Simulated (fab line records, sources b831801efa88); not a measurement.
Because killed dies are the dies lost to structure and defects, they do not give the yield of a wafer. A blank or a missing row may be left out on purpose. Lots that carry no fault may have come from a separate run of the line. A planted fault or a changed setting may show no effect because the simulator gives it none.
Chamber matching ; flow sky130 ; cmp-01 running SKY_VIA4_CMP_02: 4 sister chambers
The step polishes SiO2. 8 wafers are shown with their chamber, then 8 later ones without.

== WAFERS, EACH WITH ITS CHAMBER ==
wafer;chamber;motor-current-A (A);platen-rpm (rpm)
L940.6;1;13.6;59.97
L941.6;0;14.6;59.98
L943.4;3;11.0;60.02
L943.6;0;14.3;59.99
L946.2;2;10.4;60.00
L946.3;3;10.7;59.99
L946.4;1;13.0;59.97
L949.2;2;11.1;59.98

== WAFERS MISSING THEIR CHAMBER ==
wafer;motor-current-A (A);platen-rpm (rpm)
L949.4;14.3;60.03
L949.5;10.8;60.03
L952.2;14.1;60.02
L952.3;12.2;59.95
L952.6;11.1;60.01
L954.2;10.8;60.06
L954.3;13.6;59.98
L954.5;11.2;59.93

== WHICH CHAMBER EACH WENT THROUGH ==
wafer;from the rows above;in truth
L949.4;can't be placed: 0 or 1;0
L949.5;can't be placed: 3 or 2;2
L952.2;can't be placed: 0 or 1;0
L952.3;can't be placed: 1 or 2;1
L952.6;can't be placed: 3 or 2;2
L954.2;can't be placed: 3 or 2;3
L954.3;can't be placed: 1 or 0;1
L954.5;can't be placed: 2 or 3 or 1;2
Correctly placed: 0 of 8. Cannot be placed on the basis of these rows: 8; the candidates contain the true chamber in 8. 0 placed wrongly.
How it was worked out, from the rows above alone: a wafer's distance from a chamber is the root of the sum, over the readings, of the square of ((its reading less the chamber's mean) divided by the reading's scatter). If the next closest chamber is less than 2 further off than the closest, the wafer can't be placed; otherwise it belongs to the closest. The mean given for a chamber averages the wafers shown for that chamber. The scatter is the square root of a quotient: the sum, over the shown wafers, of each reading's squared deviation from its chamber's mean, divided by wafers minus chambers.
